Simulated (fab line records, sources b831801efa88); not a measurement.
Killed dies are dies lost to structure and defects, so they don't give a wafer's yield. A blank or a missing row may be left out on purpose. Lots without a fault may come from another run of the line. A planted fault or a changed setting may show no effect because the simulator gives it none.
A struck lot beside a sound one | flow sky130 | 18 steps out of a route of 708
Sound: wafers L392.1, L392.3, L392.4. Struck: wafer L384.5. (L384.4, L384.6 of the same lot were not struck and are left out.) The cause comes at the end.
At each step with rows: each side's tool, then ch and its chambers, then its first start. Under that, the readings that differ: sound wafers | struck wafers | difference of the means | sigmas: that difference in standard deviations of wafers without a fault.
alike: readings whose means differ by less than 2 such deviations, and words and numbers that are the same on both sides. not compared: withheld readings, readings that some wafer has no value for, bounds like >300 that may hide the same value, and numbers for which the record gives no deviation and whose values overlap.
The two part at a step that has a row with sigmas, a row that says differs or no value, or rows on one side only. Numbers that don't overlap but have no deviation are shown without sigmas and don't part them. A reading that every wafer of one side lacks parts them only if that side has two wafers or more.

first, 2 steps without rows for these wafers: SKY_CONTACT_PEB_12; SKY_CONTACT_DEVELOP_13 (develop time 60 s).
SKY_CONTACT_CD_MEAS_14: target cd 170 nm.
  sound on cd_sem-02, day 38 04:19; struck on cd_sem-02, day 36 01:33
  alike: cd_nm
SKY_CONTACT_OVL_MEAS_15:
  sound on overlay-01, day 38 04:26; struck on overlay-01, day 36 01:38
  alike: CONTACT_OVL
SKY_CONTACT_ETCH_16: etches BARC in N2/H2, stops on SiO2, time 45.9 s, target depth 60 nm.
  sound on rie_diel-01 ch 1,3, day 38 04:28; struck on rie_diel-01 ch 0, day 36 01:40
  reading               | sound             | struck | difference | sigmas
  oes_product_au (a.u.) | 0.858 0.859 0.853 | 0.846  | -0.011     | -2
  alike: drypump_motor_current_A, throttle_valve_pct
  not compared: rf_hours_counter_h
SKY_CONTACT_ETCH_17: etches SiO2 in C4F8/O2/Ar, stops on Si3N4, target depth 340 nm.
  sound on rie_diel-01 ch 1,3, day 38 04:30; struck on rie_diel-01 ch 0, day 36 01:43
  alike: oes_product_au
then, 1 step without rows for these wafers: SKY_CONTACT_ETCH_18 (etches Si3N4 in CHF3/O2, stops on TiN, time 39 s, target depth 75 nm).
SKY_CONTACT_STRIP_19: strips in O2/N2.
  sound on plasma_asher-03 ch 0,1, day 38 04:35; struck on plasma_asher-01 ch 1, day 36 01:49
  alike: drypump_motor_current_A, oes_product_au, strip_time_to_endpoint_s
  not compared: rf_hours_counter_h
then, 3 steps without rows for these wafers: SKY_CONTACT_STRIP_20 (strips in post etch residue remover, time 1200 s); SKY_CONTACT_CLEAN_21 (cleans in IPA, time 180 s); SKY_CONTACT_CLEAN_22 (cleans in O3/DIW).
SKY_CONTACT_SPUTTER_23: material TiN, target thk 20 nm, time 80 s.
  sound on pvd_sputter-03, day 38 05:13; struck on pvd_sputter-01, day 36 02:22
  alike: cathode_dc_power_W, throttle_valve_pct
SKY_CONTACT_CVD_24: deposits W, target thk 340 nm, time 102.12 s.
  sound on cvd_w-02 ch 0,1, day 38 05:16; struck on cvd_w-02 ch 1, day 36 02:28
  reading                               | sound             | struck | difference | sigmas
  model.W_of_CONTACT_CVD_24.thk_nm (nm) | 332.6 347.5 329.9 | 172.6  | -164.1     |
  alike: heater_power_w
SKY_CONTACT_RS_MEAS_25: measures by four-point-probe.
  sound on film_metro-03, day 38 05:23; struck on film_metro-01, day 36 02:36
  reading               | sound             | struck | difference | sigmas
  CONTACT_W_RS (ohm/sq) | 0.345 0.329 0.347 | 0.673  | +0.333     | +56
SKY_CONTACT_THK_MEAS_26: measures by xrf.
  sound on film_metro-03, day 38 05:30; struck on film_metro-01, day 36 02:41
  reading            | sound       | struck | difference | sigmas
  CONTACT_W_THK (nm) | 328 341 325 | 170    | -161       | -26
SKY_CONTACT_CMP_27: polishes, stops on SiO2, t overpolish 15 s, target thk 0 nm.
  sound on cmp-02 ch 0,1,2, day 38 05:34; struck on cmp-01 ch 2, day 36 02:43
  reading                | sound    | struck | difference | sigmas
  time_to_endpoint_s (s) | 84 90 82 | 44     | -41        | -11
  alike: motor_current_A
SKY_METAL1_SPUTTER_00: material Ti, target thk 15 nm, time 10 s.
  sound on pvd_sputter-01, day 38 05:52; struck on pvd_sputter-02, day 36 03:01
  alike: cathode_dc_power_W, throttle_valve_pct
-- the record jumps here: 13 days lie between the struck wafers' starts before and after (it left off in module METAL1 and takes up again in module PAD_OPEN, whose first step shown is number 708 of the route) --
SKY_PAD_OPEN_PROBE_99:
  the record has rows for the struck wafers here (prober-02, day 49 01:56) and none for the sound ones

WHERE THEY PART
First at SKY_CONTACT_ETCH_16; last, within this record, at SKY_PAD_OPEN_PROBE_99.

WHY: what the simulator had put in
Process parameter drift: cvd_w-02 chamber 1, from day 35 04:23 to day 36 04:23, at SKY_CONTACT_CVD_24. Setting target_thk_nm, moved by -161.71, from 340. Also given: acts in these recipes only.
